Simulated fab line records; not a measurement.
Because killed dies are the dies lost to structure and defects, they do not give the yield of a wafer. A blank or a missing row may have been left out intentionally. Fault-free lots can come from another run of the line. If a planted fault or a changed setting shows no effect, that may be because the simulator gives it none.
Which tool was responsible? || flow sky130 || 11 lots, 33 wafers sampled, at 2 steps of a route of 708

WHAT THE GAUGES SHOWED, per wafer
SKY_METAL1_THK_MEAS_06: measures by xrf.
{"lot": "L704", "measured": "day 32 11:55", "on": "film metro-04", "METAL1_ALCU_THK (nm)": "245 248 246"}
{"lot": "L705", "measured": "day 33 05:55", "on": "film metro-01", "METAL1_ALCU_THK (nm)": "251 253 251"}
{"lot": "L706", "measured": "day 33 07:16", "on": "film metro-01", "METAL1_ALCU_THK (nm)": "250 247 252"}
{"lot": "L716", "measured": "day 37 04:56", "on": "film metro-02", "METAL1_ALCU_THK (nm)": "243 244 245"}
{"lot": "L717", "measured": "day 37 08:40", "on": "film metro-01", "METAL1_ALCU_THK (nm)": "243 248 248"}
{"lot": "L719", "measured": "day 37 14:56", "on": "film metro-04", "METAL1_ALCU_THK (nm)": "244 241 243"}
{"lot": "L718", "measured": "day 38 06:55", "on": "film metro-02", "METAL1_ALCU_THK (nm)": "248 245 245"}
{"lot": "L721", "measured": "day 38 07:42", "on": "film metro-01", "METAL1_ALCU_THK (nm)": "246 249 251"}
{"lot": "L720", "measured": "day 38 08:04", "on": "film metro-02", "METAL1_ALCU_THK (nm)": "246 248 251"}
{"lot": "L723", "measured": "day 38 13:43", "on": "film metro-01", "METAL1_ALCU_THK (nm)": "252 246 248"}
{"lot": "L724", "measured": "day 38 19:26", "on": "film metro-04", "METAL1_ALCU_THK (nm)": "254 246 247"}

WHICH TOOL RAN EACH LOT (tool, then ch and the chambers of the sampled wafers, then the start)
{"lot": "L704", "SKY_CONTACT_ETCH_16": "rie diel-03 ch 0,1,2, day 32 10:15"}
{"lot": "L705", "SKY_CONTACT_ETCH_16": "rie diel-03 ch 0,1,3, day 33 04:11"}
{"lot": "L706", "SKY_CONTACT_ETCH_16": "rie diel-03 ch 0,1,2, day 33 05:36"}
{"lot": "L716", "SKY_CONTACT_ETCH_16": "rie diel-02 ch 0,1,2, day 37 03:17"}
{"lot": "L717", "SKY_CONTACT_ETCH_16": "rie diel-04 ch 0,2,3, day 37 07:00"}
{"lot": "L719", "SKY_CONTACT_ETCH_16": "rie diel-04 ch 1,2, day 37 13:17"}
{"lot": "L718", "SKY_CONTACT_ETCH_16": "rie diel-02 ch 1,2,3, day 38 05:17"}
{"lot": "L721", "SKY_CONTACT_ETCH_16": "rie diel-04 ch 0,3, day 38 06:03"}
{"lot": "L720", "SKY_CONTACT_ETCH_16": "rie diel-03 ch 1,2,3, day 38 06:26"}
{"lot": "L723", "SKY_CONTACT_ETCH_16": "rie diel-04 ch 0,1, day 38 12:03"}
{"lot": "L724", "SKY_CONTACT_ETCH_16": "rie diel-04 ch 1,3, day 38 17:47"}
- SKY_CONTACT_ETCH_16: etches BARC in N2/H2, stops on SiO2, time 45.9 s, target depth 60 nm.

WHAT THE TOOLS THEMSELVES READ (means of the sampled wafers that have a number; where no wafer has one, the mark that the record gives instead)
SKY_CONTACT_ETCH_16.
{"lot": "L704", "tool": "rie diel-03", "drypump motor current A (A)": 5.7, "oes product au (a.u.)": 0.852, "throttle valve pct (%)": 13.226}
{"lot": "L705", "tool": "rie diel-03", "drypump motor current A (A)": 5.9, "oes product au (a.u.)": 0.856, "throttle valve pct (%)": 13.217}
{"lot": "L706", "tool": "rie diel-03", "drypump motor current A (A)": 5.7, "oes product au (a.u.)": 0.857, "throttle valve pct (%)": 13.211}
{"lot": "L716", "tool": "rie diel-02", "drypump motor current A (A)": 5.9, "oes product au (a.u.)": 0.856, "throttle valve pct (%)": 13.228}
{"lot": "L717", "tool": "rie diel-04", "drypump motor current A (A)": 5.4, "oes product au (a.u.)": 0.849, "throttle valve pct (%)": 13.222}
{"lot": "L719", "tool": "rie diel-04", "drypump motor current A (A)": 5.4, "oes product au (a.u.)": 0.857, "throttle valve pct (%)": 13.221}
{"lot": "L718", "tool": "rie diel-02", "drypump motor current A (A)": 6.0, "oes product au (a.u.)": 0.850, "throttle valve pct (%)": 13.213}
{"lot": "L721", "tool": "rie diel-04", "drypump motor current A (A)": 5.4, "oes product au (a.u.)": 0.854, "throttle valve pct (%)": 13.230}
{"lot": "L720", "tool": "rie diel-03", "drypump motor current A (A)": 5.6, "oes product au (a.u.)": 0.855, "throttle valve pct (%)": 13.220}
{"lot": "L723", "tool": "rie diel-04", "drypump motor current A (A)": 5.4, "oes product au (a.u.)": 0.857, "throttle valve pct (%)": 13.228}
{"lot": "L724", "tool": "rie diel-04", "drypump motor current A (A)": 5.6, "oes product au (a.u.)": 0.855, "throttle valve pct (%)": 13.233}

THE ANSWER, worked out from the rows above alone
Rule: the lots themselves supply what counts as usual. The widest of any qualifying gaps counts: lots, ordered by their means at a reading, are off when they make up no more than a third of the lots, leave a main group of 4 or more, and stand apart from it by 3 or more times the standard deviation of that group's means. If all means in a main group match to the digits the tables above print for the reading, that group is not used. Also off: a lot with no number at a reading for which 4 or more lots have one. All remaining lots with rows at the step are treated as sound. First the gauges in route order, then the tools' own readings, where a lot's mean is used as printed above. At the first step where some lot is off, the reading lying furthest off is the one used; lots without a number count as furthest.
Across all readings shown, no lot is off: no conclusion can be drawn from this.

WHAT THE SIMULATOR HAD INSERTED
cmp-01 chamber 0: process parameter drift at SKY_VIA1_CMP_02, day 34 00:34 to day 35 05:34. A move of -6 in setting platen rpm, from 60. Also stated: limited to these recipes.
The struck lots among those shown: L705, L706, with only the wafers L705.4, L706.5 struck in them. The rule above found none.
